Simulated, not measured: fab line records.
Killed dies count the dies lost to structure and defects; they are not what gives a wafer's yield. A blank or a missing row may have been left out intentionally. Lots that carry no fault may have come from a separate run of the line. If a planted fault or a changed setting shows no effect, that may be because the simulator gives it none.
Which tool is to blame?	flow sky130	Sampling: 14 lots, 42 wafers, 5 of 708 route steps

== WHAT THE GAUGES READ, wafer by wafer ==
SKY_SONOS_ONO_THK_MEAS_05. Usual: SONOS_ONO_CVD_04_THK typically reads 5.70 nm, with standard deviation 0.1.
lot	measured	on	SONOS_ONO_CVD_04_THK (nm)	flag
L905	day 11 19:03	filmMetro-02	5.53 5.45 5.53	
L906	day 11 21:06	filmMetro-04	5.71 5.72 5.77	
L907	day 12 03:19	filmMetro-04	5.73 5.76 5.78	
L908	day 12 15:26	filmMetro-02	5.73 5.73 5.79	
L909	day 12 23:24	filmMetro-02	5.82 5.87 5.79	
L910	day 13 05:56	filmMetro-01	5.57 5.56 5.65	
L913	day 14 05:16	filmMetro-01	5.74 5.70 5.76	
L914	day 14 11:08	filmMetro-01	5.67 5.67 5.58	
L916	day 15 03:19	filmMetro-04	5.74 5.66 5.78	
L917	day 15 12:14	filmMetro-01	5.91 5.81 5.89	
L919	day 15 23:16	filmMetro-04	5.62 5.61 5.67	
L922	day 17 04:12	filmMetro-02	5.65 5.66 5.72	
L923	day 17 13:13	filmMetro-01	5.63 5.72 5.62	
L925	day 18 04:23	filmMetro-01	5.86 5.75 5.92	

SKY_POLY_GATE_OVL_MEAS_14. Usual: POLY_GATE_OVL typically reads 3 nm, with standard deviation 4.5.
lot	measured	on	POLY_GATE_OVL (nm)	flag
L905	day 16 10:31	overlay-02	1 -3 4	
L906	day 16 16:22	overlay-01	4 7 5	
L907	day 16 22:25	overlay-02	-1 -5 -2	
L908	day 17 11:34	overlay-02	-5 2 -1	
L909	day 17 20:34	overlay-02	4 4 -5	
L910	day 18 04:07	overlay-01	3 5 3	
L913	day 19 11:04	overlay-01	7 3 7	
L914	day 19 14:43	overlay-01	-4 -7 -2	
L916	day 20 11:34	overlay-02	-1 -1 -4	
L917	day 20 21:37	overlay-02	7 8 13	
L919	day 21 09:10	overlay-01	-5 -5 -1	
L922	day 22 14:07	overlay-02	12 13 5	
L923	day 23 00:34	overlay-02	-2 4 1	
L925	day 23 12:49	overlay-02	3 0 -2	

SKY_LDD_P_CD_MEAS_07: target cd 380 nm. Usual: cdNm at 379.7 nm, with a standard deviation of 2.5.
lot	measured	on	cdNm (nm)	flag
L905	day 19 00:22	cdSem-01	377.8 377.4 377.2	
L906	day 19 07:41	cdSem-02	380.8 380.8 381.4	
L907	day 19 13:45	cdSem-01	383.0 382.7 380.7	
L908	day 20 04:21	cdSem-02	379.5 381.1 379.9	
L909	day 20 11:44	cdSem-02	381.8 381.6 382.8	
L910	day 20 22:56	cdSem-01	378.4 379.5 374.6	
L913	day 22 03:40	cdSem-02	377.6 374.7 376.5	
L914	day 22 07:57	cdSem-01	382.2 383.0 385.2	
L916	day 23 05:06	cdSem-01	381.0 378.3 378.3	
L917	day 23 12:53	cdSem-01	376.8 376.1 377.7	
L919	day 24 00:16	cdSem-02	382.9 380.3 384.6	
L922	day 25 04:17	cdSem-01	379.2 377.2 375.4	
L923	day 25 14:39	cdSem-01	379.9 379.2 379.8	
L925	day 26 02:55	cdSem-01	382.7 382.8 383.7	

SKY_METAL3_CD_MEAS_13: target cd 300 nm. Usual: cdNm at 300.4 nm, with a standard deviation of 1.4.
lot	measured	on	cdNm (nm)	flag
L905	day 38 12:23	cdSem-02	299.5 300.8 298.4	
L906	day 38 15:58	cdSem-01	301.1 299.8 300.5	
L907	day 38 22:27	cdSem-01	301.9 300.1 301.2	
L908	day 39 08:59	cdSem-01	300.8 300.6 301.0	
L909	day 39 16:48	cdSem-01	301.8 302.9 301.7	
L910	day 40 03:23	cdSem-01	304.3 303.4 302.4	
L913	day 41 01:28	cdSem-01	299.8 300.3 299.0	
L914	day 41 02:18	cdSem-01	298.9 299.0 296.6	
L916	day 41 19:05	cdSem-02	302.4 302.2 301.6	
L917	day 42 03:32	cdSem-01	301.6 300.7 301.5	
L919	day 42 11:10	cdSem-01	297.9 297.5 297.8	
L922	day 43 07:50	cdSem-01	300.5 300.0 243.2	OFF
L923	day 43 15:46	cdSem-02	244.0 301.7 301.0	OFF
L925	day 44 02:33	cdSem-02	300.6 301.2 300.0	

== WHICH TOOL RAN EACH LOT (tool, then ch and the chambers of the sampled wafers, then the start) ==
lot	SKY_METAL3_EXPOSE_10
L905	krfScanner-01 ch 0, day 37 23:32
L906	krfScanner-01 ch 0, day 38 04:24
L907	krfScanner-01 ch 0, day 38 10:27
L908	krfScanner-02 ch 0, day 38 20:31
L909	krfScanner-01 ch 0, day 39 04:47
L910	krfScanner-01 ch 0, day 39 15:17
L913	krfScanner-01 ch 0, day 40 13:38
L914	krfScanner-01 ch 0, day 40 14:56
L916	krfScanner-01 ch 0, day 41 07:41
L917	krfScanner-02 ch 0, day 41 15:37
L919	krfScanner-01 ch 0, day 41 23:10
L922	krfScanner-01 ch 0, day 42 20:57
L923	krfScanner-01 ch 0, day 43 04:04
L925	krfScanner-02 ch 0, day 43 15:27
- SKY_METAL3_EXPOSE_10: exposes mask MM3, target cd 300 nm.

== WHAT THE TOOLS THEMSELVES READ (means of the sampled wafers that have a number; where no wafer has one, the mark that the record gives instead) ==
The record holds no such reading with a usual standard deviation.

== THE ANSWER, worked out from the rows above alone ==
Rule: lot off if the mean of its wafers having a number is beyond 3 standard deviations from the usual mean. A lot without any number at a reading at which 4 lots or more have one is off too. The other lots that the step has rows for count as sound. First the gauges in route order, then the tools' own readings, where a lot's mean is used as printed above. At the first step where some lot is off, the reading lying furthest off is the one used; lots without a number count as furthest.
Off: L922, L923 (SKY_METAL3_CD_MEAS_13, cdNm).
A tool fits if, at a process step before that reading, it ran every lot that is off, and no sound lot after the first of them. The gauges at SKY_METAL3_CD_MEAS_13 are tried like those tools. One fits: SKY_METAL3_EXPOSE_10 on krfScanner-01. A fault onset in the window from L919 (day 41 23:10, its last sound lot) to L922 (day 42 20:57, its first lot off) fits.

== WHAT THE SIMULATOR HAD INSERTED ==
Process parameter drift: krfScanner-01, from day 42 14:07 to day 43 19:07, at SKY_METAL3_EXPOSE_10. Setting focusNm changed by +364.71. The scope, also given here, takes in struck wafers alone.
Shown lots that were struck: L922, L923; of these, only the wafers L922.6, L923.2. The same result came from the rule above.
